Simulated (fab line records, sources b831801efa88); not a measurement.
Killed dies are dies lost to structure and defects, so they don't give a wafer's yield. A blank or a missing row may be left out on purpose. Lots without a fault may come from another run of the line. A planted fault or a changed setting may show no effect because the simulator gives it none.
A struck lot beside a sound one | flow sky130 | 15 steps out of a route of 708
Sound: wafers L787.3, L787.5, L787.6. Struck: wafer L799.4. (L799.2, L799.3 of the same lot were not struck and are left out.) The cause comes at the end.
At each step with rows: each side's tool, then ch and its chambers, then its first start. Under that, the readings that differ: sound wafers | struck wafers | difference of the means | sigmas: that difference in standard deviations of wafers without a fault.
alike: readings whose means differ by less than 2 such deviations, and words and numbers that are the same on both sides. not compared: withheld readings, readings that some wafer has no value for, bounds like >300 that may hide the same value, and numbers for which the record gives no deviation and whose values overlap.
The two part at a step that has a row with sigmas, a row that says differs or no value, or rows on one side only. Numbers that don't overlap but have no deviation are shown without sigmas and don't part them. A reading that every wafer of one side lacks parts them only if that side has two wafers or more.

SKY_VT_ADJUST_NCORE_STRIP_10: strips in O2/N2.
  sound on plasma_asher-02 ch 0,1, day 9 16:04; struck on plasma_asher-03 ch 1, day 13 13:23
  alike: chamber_pressure_mTorr, drypump_motor_current_A, oes_product_au, strip_time_to_endpoint_s
  not compared: rf_hours_counter_h
SKY_VT_ADJUST_NCORE_TW_MEAS_11:
  sound on film_metro-02, day 9 16:09; struck on film_metro-03, day 13 13:29
  reading            | sound             | struck | difference | sigmas
  VT_ADJUST_NCORE_TW | 214.6 214.0 213.3 | 218.4  | +4.4       | +2
then, 7 steps without rows for these wafers: SKY_VT_ADJUST_HVTR_DEHYDRATE_00 (time 60 s); SKY_VT_ADJUST_HVTR_HMDS_01 (prime time 60 s); SKY_VT_ADJUST_HVTR_COAT_02 (resist thk 1140 nm); SKY_VT_ADJUST_HVTR_SOFTBAKE_03 (time 60 s); SKY_VT_ADJUST_HVTR_EXPOSE_04 (exposes mask HVTRM, target cd 380 nm); SKY_VT_ADJUST_HVTR_PEB_05; SKY_VT_ADJUST_HVTR_DEVELOP_06 (develop time 60 s).
SKY_VT_ADJUST_HVTR_CD_MEAS_07: target cd 380 nm.
  sound on cd_sem-01, day 10 13:19; struck on cd_sem-02, day 14 14:16
  alike: cd_nm
SKY_VT_ADJUST_HVTR_OVL_MEAS_08:
  sound on overlay-02, day 10 13:25; struck on overlay-01, day 14 14:23
  reading                 | sound          | struck | difference | sigmas
  VT_ADJUST_HVTR_OVL (nm) | -2.7 -3.8 -2.5 | 2.7    | +5.7       | +4
then, 1 step without rows for these wafers: SKY_VT_ADJUST_HVTR_IMPLANT_09.
SKY_VT_ADJUST_HVTR_STRIP_10: strips in O2/N2.
  sound on plasma_asher-04 ch 0,1, day 10 13:37; struck on plasma_asher-03 ch 0, day 14 14:34
  reading                      | sound             | struck | difference | sigmas
  oes_product_au (a.u.)        | 0.715 0.724 0.711 | 0.731  | +0.014     | +3
  strip_time_to_endpoint_s (s) | 14.22 14.20 14.21 | 13.95  | -0.26      | -6
  alike: chamber_pressure_mTorr, drypump_motor_current_A
  not compared: rf_hours_counter_h
SKY_VT_ADJUST_HVTR_TW_MEAS_11:
  sound on film_metro-01, day 10 13:42; struck on film_metro-03, day 14 14:40
  reading           | sound             | struck | difference | sigmas
  VT_ADJUST_HVTR_TW | 208.8 208.4 210.3 | 212.1  | +2.9       | +3
SKY_PAD_OPEN_PROBE_99:
  the record has rows for the sound wafers here (prober-01, day 46 16:38) and none for the struck ones

WHERE THEY PART
First at SKY_VT_ADJUST_NCORE_TW_MEAS_11; last, within this record, at SKY_PAD_OPEN_PROBE_99.

WHY: what the simulator had put in
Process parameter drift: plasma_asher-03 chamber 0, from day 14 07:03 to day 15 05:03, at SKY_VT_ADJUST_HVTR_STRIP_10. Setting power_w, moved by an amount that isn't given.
